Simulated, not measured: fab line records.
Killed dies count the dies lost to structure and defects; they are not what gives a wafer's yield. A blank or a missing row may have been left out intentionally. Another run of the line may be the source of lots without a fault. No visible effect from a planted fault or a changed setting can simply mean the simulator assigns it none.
Chamber matching || flow sky130 || 4 sister chambers for SKY_VIA4_ETCH_12 on rieDiel-02
The step etches SiO2 in C4F8/O2/Ar, stops on TiN, target depth 580 nm. 4 wafers are shown with their chamber, then 10 later ones without.

== WAFERS PAIRED WITH THEIR CHAMBERS ==
{"wafer": "L090.3", "chamber": 2, "oesProductAu (a.u.)": 0.928}
{"wafer": "L090.4", "chamber": 3, "oesProductAu (a.u.)": 0.923}
{"wafer": "L094.1", "chamber": 1, "oesProductAu (a.u.)": 0.919}
{"wafer": "L094.2", "chamber": 0, "oesProductAu (a.u.)": 0.925}

== WAFERS WHOSE CHAMBER IS MISSING ==
{"wafer": "L094.3", "oesProductAu (a.u.)": 0.929}
{"wafer": "L094.4", "oesProductAu (a.u.)": 0.925}
{"wafer": "L094.5", "oesProductAu (a.u.)": 0.929}
{"wafer": "L094.6", "oesProductAu (a.u.)": 0.925}
{"wafer": "L096.1", "oesProductAu (a.u.)": 0.935}
{"wafer": "L096.2", "oesProductAu (a.u.)": 0.921}
{"wafer": "L096.3", "oesProductAu (a.u.)": 0.916}
{"wafer": "L096.4", "oesProductAu (a.u.)": 0.927}
{"wafer": "L096.5", "oesProductAu (a.u.)": 0.928}
{"wafer": "L096.6", "oesProductAu (a.u.)": 0.921}

== WHICH CHAMBER EACH ONE RAN IN ==
{"wafer": "L094.3", "from the rows above": "can't be placed: 2 or 0 or 3", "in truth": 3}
{"wafer": "L094.4", "from the rows above": "can't be placed: 0 or 3 or 2", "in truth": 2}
{"wafer": "L094.5", "from the rows above": "can't be placed: 2 or 0 or 3", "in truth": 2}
{"wafer": "L094.6", "from the rows above": "can't be placed: 0 or 3 or 2", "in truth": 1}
{"wafer": "L096.1", "from the rows above": "can't be placed: 2 or 0 or 3", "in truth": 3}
{"wafer": "L096.2", "from the rows above": "can't be placed: 1 or 3 or 0 or 2", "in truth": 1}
{"wafer": "L096.3", "from the rows above": "can't be placed: 1 or 3", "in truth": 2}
{"wafer": "L096.4", "from the rows above": "can't be placed: 2 or 0 or 3", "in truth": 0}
{"wafer": "L096.5", "from the rows above": "can't be placed: 2 or 0 or 3", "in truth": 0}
{"wafer": "L096.6", "from the rows above": "can't be placed: 1 or 3 or 0 or 2", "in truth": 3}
Correct placement for 0 of the 10. Not placeable from these rows: 10 (in 8, the candidates include the true chamber). Number placed wrongly: 0.
How it was worked out, from the rows above alone: a wafer's distance from a chamber is the root of the sum, over the readings, of the square of ((its reading less the chamber's mean) divided by the reading's scatter). The wafer belongs to the nearest chamber; if the next one is less than 2 further off, it can't be placed. For every chamber, the mean is computed from those of its wafers that are shown. The scatter: with one shown wafer a chamber, the root of the mean of the squares of how far each hidden wafer lies from its nearest shown one.
